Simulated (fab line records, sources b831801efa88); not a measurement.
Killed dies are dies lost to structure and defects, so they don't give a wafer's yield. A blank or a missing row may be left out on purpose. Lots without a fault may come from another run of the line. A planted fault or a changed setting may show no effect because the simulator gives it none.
fab line records | flow sky130 | part 1 of 2: steps 1 to 31 of 43
record lots=5 wafers=15 last_day=50
route steps=708 shown LDD_LDN@298 SPACER@304 POLY_CUT@307 SD_P@320 RES_XHIGH@332
lots that met no fault: from a run of the same line without faults
start_h: hours from the record's first day to the start of the lot's first wafer shown | wait_h: hours since the lot's step before | " the same as in the row above | L1.1+2: a row that stands for several wafers | - no value, or no start given | * or withheld: withheld | < > ~ a bound
route shown NAME@n: a module of which the file shows steps, and the number in the route of the first | usual: mean/standard deviation of fault-free wafers | same: alike in all rows | chamber/n: place in a boat | sites: the reading at each site | _std_site: their standard deviation | _edge_site: outer sites' mean less inner sites' | radius_mm: how far each site lies from the wafer's centre | mask NAME#n: copy n | behind: the tool/chamber that last shaped the wafer | hold: why the lot was held/for how many hours/how that ended | device: the transistor (n, p or np) that didn't switch | end of line: the same wafers' tests at the end of the route | a step without rows: its recipe alone | killed: dies lost to structure and defects at the first sort, not the wafer's yield | map: a wafer's dies, x killed, . not, _ none there
set.NAME: the setting as run; set.NAME@STEP: as run at that earlier step | model.NAME: the simulator's own value behind a step, which no gauge read
lots at some steps of the route; a table a step, a row a wafer
services: from which hour (start_h, from the record's first day; less than 0 if before it) a tool's chamber was out of use, for how many hours, and why
## steps
# step SKY_LDD_LDN_IMPLANT_09
# recipe species=As energy_kev=15 dose_cm2=1.25e+13 tilt_deg=withheld rotation_deg=113
# columns lot.wafer tool chamber start_h wait_h
L075.2+4+6 implanter-03 0 531.80 0.1
L082.3+5+6 implanter-02 0 596.21 0.1
L086.1+4+5 implanter-02 0 631.41 0.1
L085.3+5+6 implanter-02 0 635.94 0.1
L093.1+2+4 implanter-02 0 686.59 0.1
# step SKY_LDD_LDN_IMPLANT_10
# recipe species=As energy_kev=15 dose_cm2=1.25e+13 tilt_deg=withheld rotation_deg=203
# columns lot.wafer tool chamber start_h wait_h
L075.2+4+6 implanter-03 0 531.95 0.1
L082.3+5+6 implanter-02 0 596.36 0.1
L086.1+4+5 implanter-02 0 631.56 0.1
L085.3+5+6 implanter-02 0 636.09 0.1
L093.1+2+4 implanter-02 0 686.74 0.1
# step SKY_LDD_LDN_IMPLANT_11
# recipe species=As energy_kev=15 dose_cm2=1.25e+13 tilt_deg=withheld rotation_deg=293
# columns lot.wafer tool chamber start_h wait_h
L075.2+4+6 implanter-03 0 532.10 0.1
L082.3+5+6 implanter-02 0 596.51 0.1
L086.1+4+5 implanter-02 0 631.71 0.1
L085.3+5+6 implanter-02 0 636.24 0.1
L093.1+2+4 implanter-02 0 686.89 0.1
# step SKY_LDD_LDN_STRIP_12
# recipe chemistry=O2/N2 power_w=1400 pressure_mtorr=1500 platen_temp_c=withheld o2_flow_sccm=3000 n2_flow_sccm=300 overash_fraction=0.5
# usual drypump_motor_current_A=5.4/0.38 oes_product_au=0.716/0.0043 strip_time_to_endpoint_s=14.19/0.037
# same overash_fraction=0.5
# columns lot.wafer tool chamber start_h wait_h drypump_motor_current_A oes_product_au rf_hours_counter_h strip_time_to_endpoint_s
L075.2 plasma_asher-02 0 532.22 0.1 5.0 0.712 11 14.20
L075.4 " 0 " " 5.0 0.717 - 14.16
L075.6 " 1 " " 6.1 0.711 - 14.17
L082.3 plasma_asher-03 0 596.64 0.1 5.5 0.713 - 14.24
L082.5 " 1 " " 5.4 0.716 - 14.25
L082.6 " 0 " " 5.5 0.720 - 14.21
L086.1 plasma_asher-03 0 631.86 0.1 5.5 0.720 95 14.16
L086.4 " 0 " " 5.5 0.705 - 14.19
L086.5 " 1 " " 5.4 0.718 - 14.23
L085.3 plasma_asher-03 1 636.38 0.1 5.4 0.712 - 14.22
L085.5 " 1 " " 5.4 0.715 - 14.14
L085.6 " 0 " " 5.5 0.714 - 14.22
L093.1 plasma_asher-03 0 687.04 0.1 5.5 0.720 100 14.19
L093.2 " 1 " " 5.4 0.719 100 14.22
L093.4 " 1 " " 5.3 0.718 - 14.22
# step SKY_LDD_LDN_TW_MEAS_13
# usual LDD_LDN_TW=1470/12
# columns lot.wafer tool chamber start_h wait_h LDD_LDN_TW
L075.2 film_metro-02 - 532.33 0.1 1450
L075.4 " - " " 1451
L075.6 " - " " 1454
L082.3 film_metro-02 - 596.73 0.1 1456
L082.5 " - " " 1465
L082.6 " - " " 1459
L086.1 film_metro-01 - 631.96 0.1 1478
L086.4 " - " " 1481
L086.5 " - " " 1483
L085.3 film_metro-01 - 636.46 0.1 1476
L085.5 " - " " 1487
L085.6 " - " " 1485
L093.1 film_metro-01 - 687.14 0.1 1481
L093.2 " - " " 1491
L093.4 " - " " 1489
# step SKY_LDD_LDN_CLEAN_14
# recipe chemistry=SC1/SC2 mix=1:4:20 temp_c=70 time_s=150 dry=n2_spin
# columns lot.wafer tool chamber start_h wait_h
L075.2+4+6 wet_bench-02 1 532.38 0.0
L082.3+5+6 wet_bench-04 3 596.82 0.1
L086.1+4+5 wet_bench-04 0 632.02 0.1
L085.3+5+6 wet_bench-01 3 636.50 0.0
L093.1+2+4 wet_bench-04 1 687.20 0.1
# step SKY_SPACER_CVD_00
# recipe material=Si3N4 precursor=DCS/NH3 target_thk_nm=43.1 temp_c=770 time_s=740 pressure_mtorr=250
# columns lot.wafer tool chamber start_h wait_h
L075.2+4+6 lpcvd-02 0 532.75 0.3
L082.3+5+6 lpcvd-02 1 596.87 0.0
L086.1+4+5 lpcvd-02 1 632.07 0.0
L085.3+5+6 lpcvd-02 0 636.56 0.0
L093.1+2+4 lpcvd-02 0 687.45 0.2
# step SKY_SPACER_THK_MEAS_01
# recipe reads=Si3N4_of_SPACER_CVD_00
# usual SPACER_CVD_00_THK=43.2/0.44
# columns lot.wafer tool chamber start_h wait_h SPACER_CVD_00_THK[nm]
L075.2 film_metro-03 - 533.97 0.0 43.4
L075.4 " - " " 43.6
L075.6 " - " " 43.6
L082.3 film_metro-02 - 598.09 0.0 43.3
L082.5 " - " " 43.2
L082.6 " - " " 42.9
L086.1 film_metro-03 - 633.28 0.0 43.0
L086.4 " - " " 42.7
L086.5 " - " " 43.2
L085.3 film_metro-04 - 637.78 0.0 43.4
L085.5 " - " " 43.6
L085.6 " - " " 43.2
L093.1 film_metro-03 - 688.66 0.0 43.2
L093.2 " - " " 43.3
L093.4 " - " " 43.3
# step SKY_SPACER_ETCHBACK_02
# recipe chemistry=CH3F/O2 target=Si3N4 stop_on=SiO2 source_w=400 bias_w=80 pressure_mtorr=25 ch3f_flow_sccm=40 O2_flow_sccm=30 time_s=46.7 target_depth_a=450
# usual drypump_motor_current_A=5.8/0.44 oes_product_au=0.856/0.0068 throttle_valve_pct=10.563/0.0091
# columns lot.wafer tool chamber start_h wait_h drypump_motor_current_A oes_product_au rf_hours_counter_h throttle_valve_pct
L075.2 rie_diel-04 0 534.02 0.0 5.8 0.858 1 10.564
L075.4 " 3 " " 5.4 0.866 - 10.572
L075.6 " 3 " " 5.4 0.867 - 10.563
L082.3 rie_diel-04 2 598.13 0.0 5.8 0.856 10 10.572
L082.5 " 3 " " 5.4 0.853 - 10.555
L082.6 " 2 " " 5.8 0.848 - 10.552
L086.1 rie_diel-04 1 633.34 0.1 6.1 0.851 1 10.565
L086.4 " 2 " " 5.9 0.858 11 10.565
L086.5 " 2 " " 5.8 0.864 - 10.579
L085.3 rie_diel-04 3 637.82 0.0 5.4 0.858 6 10.571
L085.5 " 3 " " 5.4 0.860 - 10.555
L085.6 " 0 " " 5.7 0.865 - 10.563
L093.1 rie_diel-04 1 688.72 0.1 6.1 0.851 2 10.565
L093.2 " 2 " " 5.8 0.859 12 10.563
L093.4 " 3 " " 5.4 0.854 7 10.567
# step SKY_POLY_CUT_DEHYDRATE_00
# recipe temp_c=200 time_s=60
# columns lot.wafer tool chamber start_h wait_h
L075.2+4+6 litho_track-04 0 548.86 14.8
L082.3+5+6 litho_track-02 0 612.11 14.0
L086.1+4+5 litho_track-01 0 647.37 14.0
L085.3+5+6 litho_track-01 0 651.62 13.8
L093.1+2+4 litho_track-02 0 702.21 13.5
# step SKY_POLY_CUT_HMDS_01
# recipe prime_time_s=60 prime_temp_c=120
# same prime_time_s=60
# columns lot.wafer tool chamber start_h wait_h
L075.2+4+6 litho_track-04 0 549.01 0.1
L082.3+5+6 litho_track-02 0 612.26 0.1
L086.1+4+5 litho_track-01 0 647.52 0.1
L085.3+5+6 litho_track-01 0 651.77 0.1
L093.1+2+4 litho_track-02 0 702.36 0.1
# step SKY_POLY_CUT_COAT_02
# recipe resist=BARC temp_c=withheld time_s=withheld spin_rpm=3000 resist_thk_nm=60
# columns lot.wafer tool chamber start_h wait_h
L075.2+4+6 litho_track-04 0 549.16 0.1
L082.3+5+6 litho_track-02 0 612.41 0.1
L086.1+4+5 litho_track-01 0 647.67 0.1
L085.3+5+6 litho_track-01 0 651.92 0.1
L093.1+2+4 litho_track-02 0 702.51 0.1
# step SKY_POLY_CUT_COAT_03
# recipe resist=KrF-thick spin_rpm=3000 resist_thk_nm=450
# columns lot.wafer tool chamber start_h wait_h
L075.2+4+6 litho_track-04 0 - -
L082.3+5+6 litho_track-02 0 - -
L086.1+4+5 litho_track-01 0 - -
L085.3+5+6 litho_track-01 0 - -
L093.1+2+4 litho_track-02 0 - -
# step SKY_POLY_CUT_SOFTBAKE_04
# recipe temp_c=100 time_s=87.3 resist=KrF-thick
# columns lot.wafer tool chamber start_h wait_h
L075.2+4+6 litho_track-04 0 - -
L082.3+5+6 litho_track-02 0 - -
L086.1+4+5 litho_track-01 0 - -
L085.3+5+6 litho_track-01 0 - -
L093.1+2+4 litho_track-02 0 - -
# step SKY_POLY_CUT_EXPOSE_05
# recipe mask_id=NPCM na=0.8 source_shape=annular sigma_inner=0.55 sigma_outer=0.85 target_cd_nm=270 dose_mj=32
# usual focus_offset_nm=0.0/0.54
# columns lot.wafer tool chamber start_h wait_h mask focus_offset_nm
L075.2 krf_scanner-02 0 - - NPCM#0 0.6
L075.4 " 0 " " NPCM#0 0.4
L075.6 " 0 " " NPCM#0 -0.1
L082.3 krf_scanner-01 0 - - NPCM#0 -0.8
L082.5 " 0 " " NPCM#0 -1.1
L082.6 " 0 " " NPCM#0 -0.9
L086.1 krf_scanner-02 0 - - NPCM#0 -0.2
L086.4 " 0 " " NPCM#0 0.0
L086.5 " 0 " " NPCM#0 -0.5
L085.3 krf_scanner-02 0 - - NPCM#0 -0.2
L085.5 " 0 " " NPCM#0 -0.3
L085.6 " 0 " " NPCM#0 -0.2
L093.1 krf_scanner-02 0 - - NPCM#0 -0.3
L093.2 " 0 " " NPCM#0 0.7
L093.4 " 0 " " NPCM#0 0.0
# step SKY_POLY_CUT_PEB_06
# recipe peb_temp_c=withheld peb_time_s=withheld resist=KrF-thick
# columns lot.wafer tool chamber start_h wait_h
L075.2+4+6 litho_track-01 0 - -
L082.3+5+6 litho_track-02 0 - -
L086.1+4+5 litho_track-01 0 - -
L085.3+5+6 litho_track-01 0 - -
L093.1+2+4 litho_track-04 0 - -
# step SKY_POLY_CUT_DEVELOP_07
# recipe develop_time_s=60 resist=KrF-thick dev_temp_c=21
# columns lot.wafer tool chamber start_h wait_h
L075.2+4+6 litho_track-01 0 - -
L082.3+5+6 litho_track-02 0 - -
L086.1+4+5 litho_track-01 0 - -
L085.3+5+6 litho_track-01 0 - -
L093.1+2+4 litho_track-04 0 - -
# step SKY_POLY_CUT_CD_MEAS_08
# recipe target_cd_nm=270
# usual cd_nm=270.1/1.2
# columns lot.wafer tool chamber start_h wait_h cd_nm
L075.2 cd_sem-02 - 564.44 - 268.5
L075.4 " - " " 268.8
L075.6 " - " " 269.0
L082.3 cd_sem-02 - 626.70 - 269.2
L082.5 " - " " 271.1
L082.6 " - " " 269.9
L086.1 cd_sem-01 - 662.12 - 270.5
L086.4 " - " " 269.7
L086.5 " - " " 271.7
L085.3 cd_sem-02 - 666.06 - 269.3
L085.5 " - " " 270.9
L085.6 " - " " 270.9
L093.1 cd_sem-02 - 716.09 - 270.2
L093.2 " - " " 270.7
L093.4 " - " " 272.2
# step SKY_POLY_CUT_OVL_MEAS_09
# usual POLY_CUT_OVL=0/4.8
# columns lot.wafer tool chamber start_h wait_h POLY_CUT_OVL[nm]
L075.2 overlay-02 - 564.55 0.1 4
L075.4 " - " " -7
L075.6 " - " " -4
L082.3 overlay-02 - 626.79 0.1 1
L082.5 " - " " -3
L082.6 " - " " -1
L086.1 overlay-02 - 662.24 0.1 -5
L086.4 " - " " 2
L086.5 " - " " 3
L085.3 overlay-02 - 666.16 0.1 -1
L085.5 " - " " -7
L085.6 " - " " 9
L093.1 overlay-01 - 716.21 0.1 -3
L093.2 " - " " -4
L093.4 " - " " -3
# step SKY_POLY_CUT_ETCH_10
# recipe chemistry=N2/H2 target=BARC ion_energy_ev=200 source_w=500 bias_w=100 pressure_mtorr=30 n2_flow_sccm=100 h2_flow_sccm=200 stop_on=SiO2 time_s=45.9 target_depth_a=600
# usual drypump_motor_current_A=5.8/0.41 h2_flow_sccm=200.0/0.65 oes_product_au=0.855/0.0052 throttle_valve_pct=13.226/0.0095
# columns lot.wafer tool chamber start_h wait_h drypump_motor_current_A h2_flow_sccm oes_product_au rf_hours_counter_h throttle_valve_pct
L075.2 rie_diel-02 1 564.58 0.0 5.9 199.9 0.846 73 13.229
L075.4 " 0 " " 5.6 200.1 0.861 1 13.223
L075.6 " 2 " " 6.3 199.1 0.852 - 13.237
L082.3 rie_diel-03 3 626.81 0.0 6.2 199.4 0.856 14 13.234
L082.5 " 1 " " 5.7 199.8 0.853 - 13.236
L082.6 " 0 " " 6.1 200.9 0.856 - 13.232
L086.1 rie_diel-02 2 662.28 0.0 6.2 199.5 0.850 40 13.247
L086.4 " 0 " " 5.6 199.7 0.857 - 13.236
L086.5 " 3 " " 4.9 199.3 0.845 - 13.235
L085.3 rie_diel-02 2 666.18 0.0 6.3 200.6 0.864 40 13.214
L085.5 " 0 " " 5.6 199.5 0.856 - 13.228
L085.6 " 3 " " 4.9 199.6 0.863 - 13.229
L093.1 rie_diel-02 1 716.24 0.0 5.9 200.7 0.854 1 13.225
L093.2 " 0 " " 5.5 200.0 0.858 5 13.212
L093.4 " 3 " " 4.9 200.6 0.847 6 13.231
# step SKY_POLY_CUT_ETCH_11
# recipe target=Si3N4 chemistry=CF4/CH2F2/Ar stop_on=poly-Si source_w=600 bias_w=150 pressure_mtorr=40 cf4_flow_sccm=40 ch2f2_flow_sccm=20 Ar_flow_sccm=150 time_s=42.5 target_depth_a=600
# usual drypump_motor_current_A=5.8/0.41 oes_product_au=0.828/0.0067 throttle_valve_pct=14.994/0.0081
# columns lot.wafer tool chamber start_h wait_h drypump_motor_current_A oes_product_au rf_hours_counter_h throttle_valve_pct
L075.2 rie_diel-02 1 564.62 0.0 5.9 0.829 73 15.004
L075.4 " 0 " " 5.5 0.830 1 14.990
L075.6 " 2 " " 6.3 0.827 - 14.992
L082.3 rie_diel-03 3 626.86 0.0 6.2 0.825 14 14.989
L082.5 " 1 " " 5.7 0.821 - 15.000
L082.6 " 0 " " 6.1 0.818 - 14.985
L086.1 rie_diel-02 2 662.32 0.0 6.2 0.828 40 15.003
L086.4 " 0 " " 5.5 0.834 - 14.994
L086.5 " 3 " " 4.9 0.838 - 14.994
L085.3 rie_diel-02 2 666.22 0.0 6.3 0.830 40 14.996
L085.5 " 0 " " 5.6 0.826 - 14.988
L085.6 " 3 " " 4.9 0.827 - 14.998
L093.1 rie_diel-02 1 716.28 0.0 5.9 0.829 1 14.991
L093.2 " 0 " " 5.5 0.837 5 14.990
L093.4 " 3 " " 4.9 0.831 6 14.986
# step SKY_POLY_CUT_STRIP_12
# recipe chemistry=O2/N2 power_w=1400 pressure_mtorr=1500 platen_temp_c=withheld o2_flow_sccm=3000 n2_flow_sccm=300 overash_fraction=0.5
# usual drypump_motor_current_A=5.6/0.58 oes_product_au=0.452/0.005 strip_time_to_endpoint_s=5.362/0.019
# same overash_fraction=0.5
# columns lot.wafer tool chamber start_h wait_h drypump_motor_current_A oes_product_au rf_hours_counter_h strip_time_to_endpoint_s
L075.2 plasma_asher-03 1 564.66 0.0 5.3 0.449 88 5.320
L075.4 " 0 " " 5.5 0.458 - 5.339
L075.6 " 1 " " 5.4 0.449 - 5.344
L082.3 plasma_asher-01 0 626.93 0.1 5.3 0.450 - 5.320
L082.5 " 0 " " 5.2 0.458 - 5.342
L082.6 " 1 " " 4.9 0.453 - 5.375
L086.1 plasma_asher-01 0 662.36 0.0 5.2 0.455 82 5.372
L086.4 " 1 " " 4.8 0.453 - 5.375
L086.5 " 1 " " 4.8 0.456 - 5.366
L085.3 plasma_asher-04 0 666.30 0.1 6.6 0.460 - 5.377
L085.5 " 0 " " 6.6 0.447 - 5.366
L085.6 " 1 " " 5.8 0.449 - 5.348
L093.1 plasma_asher-03 0 716.32 0.0 5.5 0.453 103 5.347
L093.2 " 1 " " 5.4 0.451 103 5.327
L093.4 " 1 " " 5.4 0.453 - 5.360
# step SKY_SD_P_DEHYDRATE_00
# recipe temp_c=200 time_s=60
# columns lot.wafer tool chamber start_h wait_h
L075.2+4+6 litho_track-01 0 579.20 14.5
L082.3+5+6 litho_track-03 0 640.79 13.8
L086.1+4+5 litho_track-04 0 676.54 14.1
L085.3+5+6 litho_track-01 0 680.37 14.0
L093.1+2+4 litho_track-03 0 730.24 13.9
# step SKY_SD_P_HMDS_01
# recipe prime_time_s=60 prime_temp_c=120
# same prime_time_s=60
# columns lot.wafer tool chamber start_h wait_h
L075.2+4+6 litho_track-01 0 579.35 0.1
L082.3+5+6 litho_track-03 0 640.94 0.1
L086.1+4+5 litho_track-04 0 676.69 0.1
L085.3+5+6 litho_track-01 0 680.52 0.1
L093.1+2+4 litho_track-03 0 730.39 0.1
# step SKY_SD_P_COAT_02
# recipe resist=NOVOLAK spin_rpm=3000 resist_thk_nm=1140
# columns lot.wafer tool chamber start_h wait_h
L075.2+4+6 litho_track-01 0 579.50 0.1
L082.3+5+6 litho_track-03 0 641.09 0.1
L086.1+4+5 litho_track-04 0 676.84 0.1
L085.3+5+6 litho_track-01 0 680.67 0.1
L093.1+2+4 litho_track-03 0 730.54 0.1
# step SKY_SD_P_SOFTBAKE_03
# recipe temp_c=90 time_s=60 resist=NOVOLAK
# columns lot.wafer tool chamber start_h wait_h
L075.2+4+6 litho_track-01 0 579.65 0.1
L082.3+5+6 litho_track-03 0 641.24 0.1
L086.1+4+5 litho_track-04 0 676.99 0.1
L085.3+5+6 litho_track-01 0 680.82 0.1
L093.1+2+4 litho_track-03 0 730.69 0.1
# step SKY_SD_P_EXPOSE_04
# recipe mask_id=PSDM na=0.6 source_shape=conventional sigma_outer=0.6 polarization=unpolarized target_cd_nm=380 dose_mj=138
# usual focus_offset_nm=0.0/0.48
# columns lot.wafer tool chamber start_h wait_h mask focus_offset_nm
L075.2 iline_stepper-01 0 - - PSDM#0 -0.2
L075.4 " 0 " " PSDM#0 0.4
L075.6 " 0 " " PSDM#0 0.1
L082.3 iline_stepper-01 0 - - PSDM#0 0.5
L082.5 " 0 " " PSDM#0 -0.1
L082.6 " 0 " " PSDM#0 0.3
L086.1 iline_stepper-02 0 - - PSDM#0 0.9
L086.4 " 0 " " PSDM#0 0.3
L086.5 " 0 " " PSDM#0 -0.7
L085.3 iline_stepper-01 0 - - PSDM#0 0.1
L085.5 " 0 " " PSDM#0 -0.7
L085.6 " 0 " " PSDM#0 0.0
L093.1 iline_stepper-02 0 - - PSDM#0 0.4
L093.2 " 0 " " PSDM#0 0.0
L093.4 " 0 " " PSDM#0 -0.5
# step SKY_SD_P_PEB_05
# recipe temp_c=withheld time_s=* resist=NOVOLAK
# columns lot.wafer tool chamber start_h wait_h
L075.2+4+6 litho_track-04 0 - -
L082.3+5+6 litho_track-01 0 - -
L086.1+4+5 litho_track-01 0 - -
L085.3+5+6 litho_track-03 0 - -
L093.1+2+4 litho_track-04 0 - -
# step SKY_SD_P_DEVELOP_06
# recipe resist=NOVOLAK developer=TMAH develop_time_s=60 dev_temp_c=23
# columns lot.wafer tool chamber start_h wait_h
L075.2+4+6 litho_track-04 0 593.96 0.1
L082.3+5+6 litho_track-01 0 655.02 0.1
L086.1+4+5 litho_track-01 0 690.77 0.1
L085.3+5+6 litho_track-03 0 693.94 0.1
L093.1+2+4 litho_track-04 0 743.54 0.1
# step SKY_SD_P_CD_MEAS_07
# recipe target_cd_nm=380
# usual cd_nm=379.4/2.3
# columns lot.wafer tool chamber start_h wait_h cd_nm
L075.2 cd_sem-01 - 594.10 0.1 382.7
L075.4 " - " " 385.7
L075.6 " - " " 385.4
L082.3 cd_sem-02 - 655.16 0.1 381.0
L082.5 " - " " 379.1
L082.6 " - " " 379.1
L086.1 cd_sem-02 - 690.92 0.1 378.8
L086.4 " - " " 381.0
L086.5 " - " " 378.1
L085.3 cd_sem-01 - 694.08 0.1 380.0
L085.5 " - " " 381.6
L085.6 " - " " 379.6
L093.1 cd_sem-01 - 743.69 0.1 380.9
L093.2 " - " " 379.1
L093.4 " - " " 379.5
# step SKY_SD_P_OVL_MEAS_08
# usual SD_P_OVL=-0.4/1.2
# columns lot.wafer tool chamber start_h wait_h SD_P_OVL[nm]
L075.2 overlay-02 - 594.21 0.1 0.6
L075.4 " - " " 0.6
L075.6 " - " " -0.5
L082.3 overlay-02 - 655.26 0.1 1.3
L082.5 " - " " 1.1
L082.6 " - " " 1.3
L086.1 overlay-01 - 691.04 0.1 -2.1
L086.4 " - " " -2.1
L086.5 " - " " -1.1
L085.3 overlay-02 - 694.17 0.1 0.0
L085.5 " - " " 0.4
L085.6 " - " " 0.0
L093.1 overlay-02 - 743.81 0.1 1.0
L093.2 " - " " 1.7
L093.4 " - " " 2.6
